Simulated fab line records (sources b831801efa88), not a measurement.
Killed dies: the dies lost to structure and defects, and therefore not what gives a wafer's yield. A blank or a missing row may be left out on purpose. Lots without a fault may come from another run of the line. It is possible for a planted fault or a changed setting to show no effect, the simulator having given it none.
Chamber matching | flow gf180mcu | 3 sister chambers for GF_SAB_CVD_00 on pecvd-01
The step deposits SiO2 from TEOS, target thk 50 nm, time 4.9302 s. 14 wafers are shown with their chamber, then 7 later ones without.

## EACH WAFER AND ITS CHAMBER
wafer  | chamber | heater power w (W)
L446.2 | 1       | 662
L446.3 | 0       | 507
L446.5 | 0       | 513
L447.3 | 1       | 693
L447.5 | 2       | 723
L447.6 | 0       | 617
L448.3 | 2       | 775
L448.4 | 0       | 561
L448.6 | 2       | 783
L454.1 | 2       | 747
L454.3 | 0       | 528
L454.6 | 1       | 766
L458.3 | 2       | 759
L458.4 | 1       | 727

SIGNATURES (averages over the wafers above)
reading        | chamber 0 | chamber 1 | chamber 2 | scatter within a chamber
heater power w | 545.20    | 712.00    | 757.40    | 38.7
Rule: for a wafer and a chamber, the distance is found by dividing, reading by reading, the gap between the wafer's reading and the chamber's mean by the reading's scatter, squaring, summing and taking the root. The wafer belongs to the nearest chamber; if the next one is less than 2 further off, it can't be placed. The scatter: take each reading less its chamber's mean, square it, sum over the shown wafers, divide by the number of wafers less the number of chambers, and take the root.

## WAFERS WITHOUT THEIR CHAMBER
wafer  | heater power w (W)
L458.6 | 769
L459.3 | 495
L459.4 | 498
L459.5 | 631
L468.2 | 637
L468.3 | 574
L468.5 | 748

## CHAMBER TAKEN BY EACH
wafer  | from the rows above          | in truth
L458.6 | can't be placed: 2 or 1      | 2
L459.3 | 0                            | 0
L459.4 | 0                            | 0
L459.5 | can't be placed: 1 or 0 or 2 | 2
L468.2 | can't be placed: 1 or 0 or 2 | 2
L468.3 | 0                            | 0
L468.5 | can't be placed: 2 or 1      | 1
Placed correctly: 3 of 7. Cannot be placed on the basis of these rows: 4; the candidates contain the true chamber in 4. Placed wrongly: 0.
